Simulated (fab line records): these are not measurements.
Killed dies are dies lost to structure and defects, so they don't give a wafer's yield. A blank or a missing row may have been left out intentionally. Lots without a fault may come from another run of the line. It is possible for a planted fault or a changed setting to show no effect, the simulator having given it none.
Tool commonality check -- flow gf180mcu -- Sample size 14 lots and 48 wafers

## WHAT PROMPTED THE OPENING
2 of 14 lots carry a flag on the reading CONTACT_CVD_00_THK at GF_CONTACT_THK_MEAS_01. Wafers without a fault read 300.7 nm, standard deviation 2.8.
Rule: a lot is flagged when every wafer of it that has a number lies more than 4 standard deviations from that mean, or none has a number. The other lots count as sound.

lot,measured,on,"CONTACT_CVD_00_THK (nm), wafer by wafer",flag
L313,day 15 12:23,film metro-04,302.5 296.4 295.2,
L316,day 16 15:14,film metro-04,298.0 300.2 299.7,
L317,day 16 20:14,film metro-02,300.8 305.1 298.1,
L318,day 17 07:46,film metro-04,454.1 455.5 452.2 454.1 455.8 452.4,FLAGGED
L319,day 17 18:51,film metro-04,302.0 297.6 300.0,
L320,day 17 22:03,film metro-04,452.2 449.5 452.6 452.9 449.3 453.4,FLAGGED
L327,day 20 17:42,film metro-04,299.2 301.3 304.8,
L328,day 20 20:02,film metro-02,299.9 299.2 298.2,
L330,day 21 12:40,film metro-04,297.7 299.7 300.9,
L331,day 21 22:16,film metro-02,302.5 303.3 301.8,
L332,day 22 08:06,film metro-02,300.8 304.0 303.4,
L333,day 22 13:02,film metro-04,297.0 297.5 300.4,
L334,day 23 00:17,film metro-02,306.8 307.9 306.5,
L335,day 23 11:20,film metro-04,302.1 303.2 301.2,
Average over the flagged lots: 452.8 nm; offset from the usual +152.1 nm, equal to +54 standard deviations.

## LOT BY LOT: THE TOOL USED
The record keeps 1 process step preceding the reading, out of 602 steps on the route. Read each cell as the tool, then ch plus the chambers that the sampled wafers visited, then the start.
lot,flag,GF_CONTACT_CVD_00
L313,,"hdpcvd-02 ch 0,2, day 15 12:20"
L316,,"hdpcvd-02 ch 0,1, day 16 15:10"
L317,,"hdpcvd-02 ch 1,2, day 16 20:11"
L318,FLAGGED,"hdpcvd-02 ch 1,2, day 17 07:43"
L319,,"hdpcvd-01 ch 0,1,2, day 17 18:48"
L320,FLAGGED,"hdpcvd-02 ch 0,2, day 17 22:00"
L327,,"hdpcvd-01 ch 0,1,2, day 20 17:39"
L328,,"hdpcvd-02 ch 0,2, day 20 19:59"
L330,,"hdpcvd-01 ch 1,2, day 21 12:37"
L331,,"hdpcvd-02 ch 0,2, day 21 22:12"
L332,,"hdpcvd-01 ch 0,2, day 22 07:58"
L333,,"hdpcvd-01 ch 0,1,2, day 22 12:59"
L334,,"hdpcvd-02 ch 0,1,2, day 23 00:14"
L335,,"hdpcvd-01 ch 0,1, day 23 11:17"
These steps, and what they do:
- GF_CONTACT_CVD_00: deposits SiO2, target thk 300 nm, time 50 s.
- GF_CONTACT_THK_MEAS_01

## FLAGGED AGAINST TOTAL, ONE TOOL AT A TIME (gauges that did the reading follow at the end)
step,tool,lots run,flagged,share of the flagged lots,sound lots run after its first flagged lot
GF_CONTACT_CVD_00,hdpcvd-01,6,0,none,-
GF_CONTACT_CVD_00,hdpcvd-02,8,2,all,"3 (L328,L331,L334)"
GF_CONTACT_THK_MEAS_01,film metro-02,5,0,none,-
GF_CONTACT_THK_MEAS_01,film metro-04,9,2,all,"5 (L319,L327,L330,L333,L335)"

## WHAT IS ALLOWED BY THE TABLE
Rows of the table that ran all the flagged lots, 2 in number: hdpcvd-02 at GF_CONTACT_CVD_00; film metro-04 at GF_CONTACT_THK_MEAS_01.
- hdpcvd-02 at GF_CONTACT_CVD_00 ran 8 lots, 2 of them flagged. Sound lots followed the first flagged one (L328, L331, L334) on it, something a lasting fault affecting the whole tool could not allow. Its own readings lie more than 4 standard deviations out on every wafer of the flagged lots: sih4 flow sccm.
- film metro-04 at GF_CONTACT_THK_MEAS_01 ran 9 lots, 2 of them flagged. Sound lots followed the first flagged one (L319, L327, L330, L333, L335) on it, something a lasting fault affecting the whole tool could not allow.
Not one row of the table ran every flagged lot while running no sound lot after the first.

## WHAT THE SIMULATOR HAD PUT IN
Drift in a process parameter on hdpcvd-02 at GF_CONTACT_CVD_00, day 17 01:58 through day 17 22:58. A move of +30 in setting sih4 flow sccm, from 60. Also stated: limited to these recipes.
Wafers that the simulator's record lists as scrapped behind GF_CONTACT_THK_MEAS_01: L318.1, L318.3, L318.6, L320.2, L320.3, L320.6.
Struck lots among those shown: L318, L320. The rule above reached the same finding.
